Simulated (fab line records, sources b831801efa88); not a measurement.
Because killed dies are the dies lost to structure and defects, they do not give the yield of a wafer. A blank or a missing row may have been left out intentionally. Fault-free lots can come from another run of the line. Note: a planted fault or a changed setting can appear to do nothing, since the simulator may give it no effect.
A lot that was struck, set against a sound lot	flow gf180mcu	14 out of 602 route steps
Sound: the wafers L746.1, L746.2, L746.6. Wafers L756.3, L756.5, L756.6 were the ones struck. At the end, the cause is stated.
Each step with rows lists, per side, the tool, then ch with its chambers, then its first start. Under that, the readings that differ: sound wafers	struck wafers	difference of the means	sigmas: that difference in standard deviations of wafers without a fault.
alike: a reading whose means differ by less than 2 such deviations, as well as words and numbers matching on both sides. not compared: withheld readings; readings where some wafer has no value; bounds like >300 that might hide an equal value; numbers whose values overlap and for which the record gives no deviation.
The two part at a step that has a row with sigmas, a row that says differs or no value, or rows on one side only. Numbers that don't overlap but have no deviation are shown without sigmas and don't part them. A reading that every wafer of one side lacks parts them only if that side has two wafers or more.

first, 3 steps without rows for these wafers: GF_STI_EXPOSE_09 (exposes mask COMP, target cd 220 nm); GF_STI_PEB_10 (peb time 90 s); GF_STI_DEVELOP_11 (develop time 60 s).
GF_STI_CD_MEAS_12: target cd 220 nm.
  struck on cdSem-01, day 4 11:05; sound on cdSem-01, day 2 07:15
  alike: cdNm
GF_STI_ETCH_13: etches the open film in CHF3/O2, stops on Si, target depth 282.31 nm, time 112.9 s.
  sound on rieDiel-02 ch 0,1, day 2 07:22; struck on rieDiel-04 ch 0,1,2, day 4 11:10
  alike: drypumpMotorCurrentA, oesProductAu, throttleValvePct
  not compared: rfHoursCounterH
GF_STI_ETCH_14: etches Si in HBr/Cl2/O2, target depth 360 nm, time 102.9 s.
  sound on rieSi-01 ch 0,1,2, day 2 07:26; struck on rieSi-02 ch 1,2,3, day 4 11:14
  alike: HBr_flow_sccm, drypumpMotorCurrentA, oesProductAu, throttleValvePct
  not compared: rfHoursCounterH
GF_STI_STRIP_15: strips in O2/N2.
  sound on plasmaAsher-03 ch 0,1, day 2 07:31; struck on plasmaAsher-03 ch 0,1, day 4 11:20
  alike: drypumpMotorCurrentA, heaterPowerW, oesProductAu, stripTimeToEndpointS
  not compared: rfHoursCounterH
then, 5 steps without rows for these wafers: GF_STI_CLEAN_16 (cleans in dHF, time 25 s); GF_STI_WET_ETCH_17 (etches Si3N4 in H3PO4, target depth 45 nm, time 514 s); GF_STI_CLEAN_18 (cleans in SC1/SC2, time 150 s); GF_STI_CLEAN_19 (cleans in dHF, time 20 s); GF_STI_WET_ETCH_20 (etches SiO2 in dHF, target depth 20 nm, time 400 s).
GF_STI_OXIDATION_21: stabilise 600 s, purge 300 s, target thk 15 nm.
  sound on furnace-01 ch 0, day 2 07:58; struck on furnace-02, day 4 11:47
  no value came back on the struck wafers for oxTempC (C), oxTempCMax, tube_center_temp_C_max, zonePowerCentrePct (%); on the sound wafers oxTempC (C) reads 1001.0 999.7 1000.2
then, 1 step without rows for these wafers: GF_STI_CVD_23 (deposits SiO2, target thk 650 nm, time 108.3 s).

== WHERE THEY PART ==
GF_STI_OXIDATION_21 only, going by this record.

WHY: what had been put in by the simulator
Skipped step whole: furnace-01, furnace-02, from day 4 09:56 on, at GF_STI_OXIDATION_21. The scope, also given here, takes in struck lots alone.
